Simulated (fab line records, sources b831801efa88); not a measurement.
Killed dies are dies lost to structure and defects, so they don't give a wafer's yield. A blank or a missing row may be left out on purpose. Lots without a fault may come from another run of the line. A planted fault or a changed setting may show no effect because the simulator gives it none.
A struck lot beside a sound one | flow sky130 | 13 steps out of a route of 708
Sound: wafers L735.2, L735.3, L735.6. Struck: wafers L747.1, L747.2, L747.4. The cause comes at the end.
At each step with rows: each side's tool, then ch and its chambers, then its first start. Under that, the readings that differ: sound wafers | struck wafers | difference of the means | sigmas: that difference in standard deviations of wafers without a fault.
alike: readings whose means differ by less than 2 such deviations, and words and numbers that are the same on both sides. not compared: withheld readings, readings that some wafer has no value for, bounds like >300 that may hide the same value, and numbers for which the record gives no deviation and whose values overlap.
The two part at a step that has a row with sigmas, a row that says differs or no value, or rows on one side only. Numbers that don't overlap but have no deviation are shown without sigmas and don't part them. A reading that every wafer of one side lacks parts them only if that side has two wafers or more.

SKY_VIA1_CD_MEAS_12: target cd 150 nm.
  sound on cd_sem-02, day 35 16:49; struck on cd_sem-01, day 39 23:46
  alike: cd_nm
SKY_VIA1_OVL_MEAS_13:
  sound on overlay-02, day 35 16:55; struck on overlay-01, day 39 23:53
  alike: VIA1_OVL
SKY_VIA1_ETCH_14: etches BARC in N2/H2, stops on SiO2, time 45.9 s, target depth 60 nm.
  sound on rie_diel-01 ch 0,1,3, day 35 16:56; struck on rie_diel-04 ch 1,2,3, day 39 23:55
  reading                     | sound       | struck      | difference | sigmas
  drypump_motor_current_A (A) | 5.7 4.9 5.2 | 6.1 6.2 5.9 | +0.8       | +2
  alike: oes_product_au, throttle_valve_pct
  not compared: rf_hours_counter_h
SKY_VIA1_ETCH_15: etches SiO2 in C4F8/O2/Ar, stops on TiN, target depth 351 nm, time 54 s.
  sound on rie_diel-01 ch 0,1,3, day 35 16:59; struck on rie_diel-04 ch 1,2,3, day 39 23:58
  alike: oes_product_au
  not compared: rf_hours_counter_h
SKY_VIA1_STRIP_16: strips in O2/N2.
  sound on plasma_asher-03 ch 0,1, day 35 17:02; struck on plasma_asher-04 ch 0,1, day 40 00:01
  alike: drypump_motor_current_A, o2_flow_sccm, oes_product_au, strip_time_to_endpoint_s
  not compared: rf_hours_counter_h
then, 3 steps without rows for these wafers: SKY_VIA1_STRIP_17 (strips in post etch residue remover, time 1200 s); SKY_VIA1_CLEAN_18 (cleans in IPA, time 180 s); SKY_VIA1_CLEAN_19 (cleans in O3/DIW).
SKY_VIA1_SPUTTER_20: material TiN, target thk 20 nm, time 80 s.
  sound on pvd_sputter-02, day 35 17:40; struck on pvd_sputter-03, day 40 00:36
  alike: throttle_valve_pct
SKY_VIA1_CVD_21: deposits W, target thk 270 nm, time 80.902 s.
  sound on cvd_w-01 ch 0,1, day 35 17:44; struck on cvd_w-01 ch 0,1, day 40 00:40
  alike: heater_power_w
SKY_VIA1_RS_MEAS_22: measures by four-point-probe.
  sound on film_metro-02, day 35 17:50; struck on film_metro-03, day 40 00:45
  alike: VIA1_W_RS
SKY_VIA1_THK_MEAS_23: measures by xrf.
  sound on film_metro-02, day 35 17:57; struck on film_metro-03, day 40 00:52
  alike: VIA1_W_THK
SKY_VIA1_CMP_24: polishes, stops on SiO2, t overpolish 15 s, target thk 0 nm.
  sound on cmp-02 ch 0,1,3, day 35 18:00; struck on cmp-01 ch 1,2,3, day 40 00:59
  no value came back on the struck wafers for any of 6 readings (edge_zone_pressure_frac, head_pressure_psi (psi) and others); on the sound wafers edge_zone_pressure_frac reads 0.997 0.999 1.006
  reading                                  | sound             | struck            | difference | sigmas
  model.W_of_VIA1_CVD_21.thk_nm (nm)       | 0 0 0             | 266.7 263.7 269.9 | +266.8     |
  model.SiO2_of_VIA1_HDPCVD_00.thk_nm (nm) | 342.1 343.1 342.7 | 346.6 345.4 346.8 | +3.6       |

WHERE THEY PART
First at SKY_VIA1_ETCH_14; last, within this record, at SKY_VIA1_CMP_24.

WHY: what the simulator had put in
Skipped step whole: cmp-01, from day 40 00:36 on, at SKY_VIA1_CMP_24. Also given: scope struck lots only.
